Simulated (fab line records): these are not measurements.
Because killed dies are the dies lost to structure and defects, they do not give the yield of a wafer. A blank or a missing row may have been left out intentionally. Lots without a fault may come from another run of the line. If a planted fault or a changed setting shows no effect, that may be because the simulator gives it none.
A lot that was struck, set against a sound lot :: flow sky130 :: 18 steps out of a route of 708
Sound: wafers L219.1, L219.3, L219.4. Wafers L228.1, L228.3, L228.4 were the ones struck. The cause is given at the end.
Order at every step that has rows: each side's tool, ch and its chambers, its first start. Under that, the readings that differ: sound wafers :: struck wafers :: difference of the means :: sigmas: that difference in standard deviations of wafers without a fault.
alike: same words and numbers on both sides, and readings whose means sit less than 2 such deviations apart. not compared: any withheld reading, any reading some wafer has no value for, any bound like >300 that may hide the same value, and any number with overlapping values for which the record gives no deviation.
Wherever a step has rows on one side only, a row that says differs or no value, or a row with sigmas, the two part there. When numbers do not overlap yet have no deviation, they are printed without sigmas and do not part them. Lack of a reading on every wafer of one side parts them only where that side has two or more wafers.

SKY_LDD_HVP_STRIP_09: strips in O2/N2.
  sound on plasma-asher-02 ch 0,1, day 24 01:52; struck on plasma-asher-03 ch 0,1, day 27 12:52
  alike: chamber-pressure-mTorr, drypump-motor-current-A, oes-product-au, strip-time-to-endpoint-s
  not compared: rf-hours-counter-h
SKY_LDD_HVP_TW_MEAS_10:
  sound on film-metro-03, day 24 01:58; struck on film-metro-02, day 27 12:58
reading: LDD_HVP_TW
sound: 452 456 453
struck: 464 465 465
difference: +11
sigmas: +2
then, 7 steps without rows for these wafers: SKY_LDD_LDN_DEHYDRATE_00 (time 60 s); SKY_LDD_LDN_HMDS_01 (prime time 60 s); SKY_LDD_LDN_COAT_02 (resist thk 1140 nm); SKY_LDD_LDN_SOFTBAKE_03 (time 60 s); SKY_LDD_LDN_EXPOSE_04 (exposes mask LDNTM, target cd 700 nm); SKY_LDD_LDN_PEB_05; SKY_LDD_LDN_DEVELOP_06 (develop time 60 s).
SKY_LDD_LDN_OVL_MEAS_07:
  sound on overlay-02, day 25 06:56; struck on overlay-02, day 28 17:55
  alike: LDD_LDN_OVL
then, 2 steps without rows for these wafers: SKY_LDD_LDN_IMPLANT_08; SKY_LDD_LDN_IMPLANT_09.
SKY_LDD_LDN_IMPLANT_10:
  sound on implanter-02 ch 0, day 25 07:16; struck on implanter-02 ch 0, day 28 18:15
reading: dose-ions-cm2
sound: 1.2528e+13 1.251e+13 1.2518e+13
struck: 1.279e+12 1.31e+12 1.301e+12
difference: -1.122e+13
sigmas: -99 or more

reading: faraday-current-uA
sound: 70.1 68.7 71.7
struck: 7.6 7.5 7.4
difference: -62.7
sigmas: -45
following that, these wafers have no rows for 1 step: SKY_LDD_LDN_IMPLANT_11.
SKY_LDD_LDN_STRIP_12: strips in O2/N2.
  sound on plasma-asher-01 ch 0,1, day 25 07:34; struck on plasma-asher-01 ch 0,1, day 28 18:33
  alike: chamber-pressure-mTorr, drypump-motor-current-A, oes-product-au, strip-time-to-endpoint-s
  not compared: rf-hours-counter-h
SKY_LDD_LDN_TW_MEAS_13:
  sound on film-metro-04, day 25 07:40; struck on film-metro-01, day 28 18:39
reading: LDD_LDN_TW
sound: 1478 1474 1481
struck: 1370 1363 1366
difference: -111
sigmas: -9
then, 1 step without rows for these wafers: SKY_LDD_LDN_CLEAN_14 (cleans in SC1/SC2, time 150 s).
-- record jumps: 21 days separate the struck wafers' starts on either side; left off in module LDD_LDN, taken up again in module PAD_OPEN, whose first shown step is the route's number 708 --
SKY_PAD_OPEN_PROBE_99:
  sound on prober-01, day 47 17:17; struck on prober-01, day 49 23:13
reading: model.etest.tip-sonos.rs-ohm-sq
sound: 2850 2876 2993
struck: 3213 3262 3222
difference: +326
sigmas: 
  alike: killed_at_M0_to_M3, killed_at_M4_up, killed-at-contacts, killed-at-front-end, killed-at-other, killed-dies, killed-open, killed-short

## WHERE THEY PART
First at SKY_LDD_HVP_TW_MEAS_10; last, within this record, at SKY_LDD_LDN_TW_MEAS_13. Later steps at which nothing parts them and some readings are alike: SKY_PAD_OPEN_PROBE_99.

WHY: the cause the simulator had injected
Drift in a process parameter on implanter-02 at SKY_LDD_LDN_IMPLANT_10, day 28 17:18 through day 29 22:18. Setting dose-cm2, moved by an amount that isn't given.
